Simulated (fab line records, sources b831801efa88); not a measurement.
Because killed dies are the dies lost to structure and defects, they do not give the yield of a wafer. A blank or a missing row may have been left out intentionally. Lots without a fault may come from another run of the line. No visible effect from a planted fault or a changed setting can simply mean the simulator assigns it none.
fab line records | flow gf180mcu
[record] lots = 12 wafers = 36 last_day = 33
route steps=602 shown V2@385 V3@446 V4@488
lots untouched by any fault: they come from a run of this same line in which no faults occurred
start_h: hours from the record's first day to the start of the lot's first wafer shown | wait_h: hours from the lot's prior step to this one | " the same as in the row above | L1.1+2: a single row standing in for several wafers | - no value, or no start was given | * or withheld: withheld | < > ~ a bound
route shown NAME@n: a module of which the file shows steps, and the number in the route of the first | usual: the fault-free wafers' mean and standard deviation | same: alike in all rows | chamber/n: place in a boat | sites: each site's reading | _std_site: the values' standard deviation | _edge_site: the outer-site mean with the inner-site mean subtracted | radius_mm: for every site, how far away it sits from the centre of the wafer | mask NAME#n: copy n | behind: the most recent tool/chamber to have shaped the wafer | hold: what put the lot on hold/how long, in hours/how the hold closed | device: the transistor (n, p or np) that didn't switch | end of line: the route-end tests of the same wafers | for a step that has no rows: nothing shown but its recipe | killed: count of dies lost to structure and defects at first sort (not the wafer's yield) | map: the dies of a wafer, with x for killed, . for not killed, _ for no die there
set.NAME: the setting that was run; set.NAME@STEP: the one run at that earlier step | model.NAME: the simulator's own value behind a step, which no gauge read
one table for each step of the route and one row for each wafer, over a sample of lots
services: a tool's chamber out of use, with start hour (start_h, from the record's first day; less than 0 if before it), hours out, and reason
[[steps]]
[step GF_V2_THK_MEAS_03]
[recipe] reads = SiO2_of_V2_CVD_02
[usual] V2_CVD_02_THK = 853/11
// columns lot.wafer tool chamber start_h wait_h V2_CVD_02_THK[nm]
L273.2 film_metro-02 - 447.99 0.0 841
L273.3 " - " " 841
L273.4 " - " " 856
L274.1 film_metro-02 - 449.60 0.0 844
L274.3 " - " " 856
L274.4 " - " " 862
L275.3 film_metro-01 - 456.52 0.1 859
L275.4 " - " " 859
L275.6 " - " " 873
L276.2 film_metro-02 - 467.70 0.0 843
L276.5 " - " " 853
L276.6 " - " " 862
L278.4 film_metro-04 - 481.04 0.0 854
L278.5 " - " " 864
L278.6 " - " " 841
L279.2 film_metro-02 - 496.56 0.0 847
L279.3 " - " " 850
L279.4 " - " " 857
L280.3 film_metro-02 - 505.43 0.1 846
L280.4 " - " " 855
L280.6 " - " " 859
L281.3 film_metro-04 - 518.85 0.1 835
L281.5 " - " " 862
L281.6 " - " " 861
L282.1 film_metro-01 - 520.75 0.0 845
L282.4 " - " " 864
L282.6 " - " " 859
L289.1 film_metro-01 - 580.26 0.0 845
L289.2 " - " " 840
L289.6 " - " " 857
L291.1 film_metro-04 - 590.91 0.0 842
L291.5 " - " " 870
L291.6 " - " " 866
L294.1 film_metro-04 - 609.69 0.0 837
L294.3 " - " " 851
L294.5 " - " " 862
[step GF_V2_STRIP_18]
[recipe] chemistry = O2/N2 power_w = 1400 pressure_mtorr = 1500 platen_temp_c = 250 o2_flow_sccm = 3000 n2_flow_sccm = 300 overash_fraction = 0.5
[usual] drypump_motor_current_A = 5.74/0.26 heater_power_w = 333/27 oes_product_au = 0.593/0.0051 platen_temp_c = 249.97/0.17
// columns lot.wafer tool chamber start_h wait_h drypump_motor_current_A heater_power_w oes_product_au platen_temp_c rf_hours_counter_h
L273.2 plasma_asher-02 1 474.09 - 5.18 290 0.589 249.93 39
L273.3 " 1 " " 5.16 293 0.591 249.63 -
L273.4 " 0 " " 6.13 319 0.602 249.72 -
L274.1 plasma_asher-04 0 475.04 - 5.81 300 0.591 249.98 73
L274.3 " 0 " " 5.79 308 0.591 249.95 -
L274.4 " 1 " " 5.72 343 0.589 249.62 -
L275.3 plasma_asher-01 1 481.99 - 5.67 375 0.587 249.95 -
L275.4 " 0 " " 5.88 329 0.594 250.01 -
L275.6 " 0 " " 5.88 334 0.581 249.85 -
L276.2 plasma_asher-01 0 493.10 - 5.89 333 0.596 249.89 7
L276.5 " 0 " " 5.90 334 0.599 249.92 -
L276.6 " 1 " " 5.64 377 0.593 249.79 -
L278.4 plasma_asher-01 0 505.24 - 5.90 331 0.604 249.94 -
L278.5 " 0 " " 5.87 326 0.593 250.02 -
L278.6 " 1 " " 5.61 361 0.593 250.06 -
L279.2 plasma_asher-01 0 520.11 - 5.88 334 0.595 249.88 10
L279.3 " 0 " " 5.90 339 0.587 249.86 -
L279.4 " 1 " " 5.63 359 0.598 249.94 -
L280.3 plasma_asher-01 0 529.64 - 5.87 332 0.598 250.38 -
L280.4 " 1 " " 5.64 358 0.589 250.11 -
L280.6 " 1 " " 5.64 367 0.591 250.01 -
L281.3 plasma_asher-01 0 541.99 - 5.89 336 0.593 249.72 -
L281.5 " 0 " " 5.87 336 0.595 250.22 -
L281.6 " 1 " " 5.60 369 0.596 250.14 -
L282.1 plasma_asher-02 0 543.26 - 6.15 329 0.585 250.23 45
L282.4 " 0 " " 6.15 320 0.592 250.20 -
L282.6 " 1 " " 5.18 286 0.589 250.12 -
L289.1 plasma_asher-01 1 602.21 - 5.60 365 0.594 250.09 18
L289.2 " 0 " " 5.92 332 0.588 250.11 18
L289.6 " 0 " " 5.92 337 0.585 250.07 -
L291.1 plasma_asher-01 0 611.90 - 5.93 342 0.595 250.21 19
L291.5 " 0 " " 5.90 338 0.593 250.07 -
L291.6 " 1 " " 5.65 386 0.600 249.91 -
L294.1 plasma_asher-02 1 630.06 - 5.19 285 0.592 250.14 55
L294.3 " 0 " " 6.15 325 0.595 249.75 -
L294.5 " 1 " " 5.22 287 0.586 250.07 -
[step GF_V3_ETCH_17]
[recipe] chemistry = C4F8/O2/Ar mask_material = KrF target = SiO2 stop_on = TiN source_w = 1500 bias_w = 1200 pressure_mtorr = 40 c4f8_flow_sccm = withheld O2_flow_sccm = 6 Ar_flow_sccm = 300 time_s = withheld target_depth_a = 6350
[usual] oes_product_au = 0.856/0.0049
// columns lot.wafer tool chamber start_h wait_h oes_product_au
L273.2 rie_diel-01 2 - - 0.853
L273.3 " 1 " " 0.858
L273.4 " 3 " " 0.859
L274.1 rie_diel-03 0 - - 0.858
L274.3 " 2 " " 0.852
L274.4 " 1 " " 0.858
L275.3 rie_diel-03 0 - - 0.856
L275.4 " 1 " " 0.852
L275.6 " 1 " " 0.856
L276.2 rie_diel-01 3 - - 0.861
L276.5 " 2 " " 0.844
L276.6 " 3 " " 0.857
L278.4 rie_diel-02 3 - - 0.859
L278.5 " 0 " " 0.864
L278.6 " 1 " " 0.858
L279.2 rie_diel-03 2 - - 0.852
L279.3 " 3 " " 0.847
L279.4 " 1 " " 0.859
L280.3 rie_diel-03 0 - - 0.857
L280.4 " 1 " " 0.852
L280.6 " 3 " " 0.854
L281.3 rie_diel-01 0 - - 0.850
L281.5 " 3 " " 0.860
L281.6 " 2 " " 0.850
L282.1 rie_diel-02 0 - - 0.860
L282.4 " 3 " " 0.860
L282.6 " 1 " " 0.857
L289.1 rie_diel-01 2 - - 0.848
L289.2 " 0 " " 0.857
L289.6 " 3 " " 0.858
L291.1 rie_diel-03 1 - - 0.863
L291.5 " 1 " " 0.877
L291.6 " 0 " " 0.855
L294.1 rie_diel-01 3 - - 0.855
L294.3 " 2 " " 0.851
L294.5 " 3 " " 0.855
[step GF_V4_PEB_12]
[recipe] peb_temp_c = 135 peb_time_s = 90 resist = KrF
[usual] heater_power_total_W = 85.72/0.079 plate_temp_C = 134.99/0.13
// columns lot.wafer tool chamber start_h wait_h heater_power_total_W plate_temp_C
L273.2 litho_track-02 0 570.93 - 85.76 135.17
L273.3 " 0 " " 85.62 135.13
L273.4 " 0 " " 85.63 135.09
L274.1 litho_track-03 0 573.32 - 85.77 135.01
L274.3 " 0 " " 85.85 135.05
L274.4 " 0 " " 85.74 134.97
L275.3 litho_track-03 0 577.03 - 85.75 134.91
L275.4 " 0 " " 85.62 135.12
L275.6 " 0 " " 85.58 135.02
L276.2 litho_track-03 0 586.90 - 85.76 134.96
L276.5 " 0 " " 85.78 134.74
L276.6 " 0 " " 85.54 134.65
L278.4 litho_track-01 0 598.48 - 85.75 134.84
L278.5 " 0 " " 85.66 134.88
L278.6 " 0 " " 85.60 135.08
L279.2 litho_track-03 0 611.65 - 85.72 135.21
L279.3 " 0 " " 85.83 135.02
L279.4 " 0 " " 85.75 135.10
L280.3 litho_track-01 0 620.69 - 85.58 135.19
L280.4 " 0 " " 85.73 135.18
L280.6 " 0 " " 85.79 135.23
L281.3 litho_track-01 0 631.04 - 85.67 135.11
L281.5 " 0 " " 85.76 134.95
L281.6 " 0 " " 85.69 135.02
L282.1 litho_track-01 0 631.33 - 85.75 134.88
L282.4 " 0 " " 85.66 135.09
L282.6 " 0 " " 85.72 134.72
L289.1 litho_track-03 0 687.47 - 86.67 136.19
L289.2 " 0 " " 86.45 136.04
L289.6 " 0 " " 86.62 136.05
L291.1 litho_track-03 0 697.12 - 86.59 136.27
L291.5 " 0 " " 86.77 136.17
L291.6 " 0 " " 86.61 136.10
L294.1 litho_track-01 0 711.53 - 85.77 134.87
L294.3 " 0 " " 85.75 135.07
L294.5 " 0 " " 85.64 134.99
[step GF_V4_CD_MEAS_14]
[recipe] target_cd_nm = 260
[usual] cd_nm = 260.0/1.2
// columns lot.wafer tool chamber start_h wait_h cd_nm
L273.2 cd_sem-01 - 571.27 0.1 261.0
L273.3 " - " " 260.7
L273.4 " - " " 259.3
L274.1 cd_sem-02 - 573.67 0.1 260.3
L274.3 " - " " 260.0
L274.4 " - " " 261.5
L275.3 cd_sem-02 - 577.36 0.1 259.1
L275.4 " - " " 257.7
L275.6 " - " " 258.8
L276.2 cd_sem-01 - 587.24 0.1 261.9
L276.5 " - " " 261.9
L276.6 " - " " 262.1
L278.4 cd_sem-01 - 598.88 0.2 259.7
L278.5 " - " " 258.8
L278.6 " - " " 259.4
L279.2 cd_sem-02 - 611.99 0.1 260.2
L279.3 " - " " 259.3
L279.4 " - " " 258.3
L280.3 cd_sem-02 - 621.02 0.1 258.7
L280.4 " - " " 260.6
L280.6 " - " " 260.0
L281.3 cd_sem-01 - 631.37 0.1 258.9
L281.5 " - " " 259.3
L281.6 " - " " 258.2
L282.1 cd_sem-01 - 631.68 0.1 259.0
L282.4 " - " " 259.9
L282.6 " - " " 259.6
L289.1 cd_sem-02 - 687.82 0.1 264.4
L289.2 " - " " 264.0
L289.6 " - " " 263.6
L291.1 cd_sem-01 - 697.47 0.1 263.1
L291.5 " - " " 264.0
L291.6 " - " " 263.9
L294.1 cd_sem-01 - 711.88 0.1 259.9
L294.3 " - " " 260.1
L294.5 " - " " 260.4
[[services]]
// columns tool chamber start_h hours kind
rie_diel-01 - 450.68 14.6 pm
rie_diel-01 3 465.28 - clean
rie_diel-01 3 465.28 23.0 scheduled_down
rie_diel-01 3 465.28 23.0 vent_cycle
rie_diel-03 2 466.57 6.7 repair
rie_diel-02 1 472.38 3.0 repair
rie_diel-01 1 493.76 2.5 repair
plasma_asher-02 - 497.61 15.7 repair
plasma_asher-01 - 500.46 1.3 repair
plasma_asher-02 - 538.74 2.8 pm
plasma_asher-01 - 543.80 6.1 repair
rie_diel-02 2 550.90 3.1 repair
plasma_asher-04 - 551.22 2.8 pm
litho_track-01 - 605.71 - consumable_replace:filter
rie_diel-03 3 605.75 2.6 repair
rie_diel-03 2 609.11 4.6 repair
rie_diel-01 0 633.83 8.7 repair
rie_diel-03 2 637.00 13.7 repair
rie_diel-02 2 647.09 8.9 repair
rie_diel-01 2 660.66 2.2 repair
rie_diel-02 0 667.25 4.8 repair
plasma_asher-02 - 683.21 26.3 repair
plasma_asher-01 - 689.27 11.0 repair
rie_diel-01 0 704.19 6.5 repair
[[key]]
[first_sign] step = GF_V4_PEB_12 reading = heater_power_total_W direction = up sigmas = 11 usual = 85.72 struck = 86.62
[effect] step = GF_V4_PEB_12 reading = plate_temp_C direction = up sigmas = 8.8 usual = * struck = *
[effect] step = GF_V4_CD_MEAS_14 reading = cd_nm direction = up sigmas = 3.2 usual = 260.0 struck = 263.8
met_at GF_V4_PEB_12
struck_lots L289,L291
not_acting_at GF_V2_THK_MEAS_03,GF_V2_STRIP_18,GF_V3_ETCH_17
onset_between 611.65 687.47
[fault] kind = process_parameter_drift tool = litho_track-03 chamber = - onset_h = 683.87 steps = GF_V4_PEB_12 channel = peb_temp_c offset = * shape = step end_h = 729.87 acts_in = * stated = *
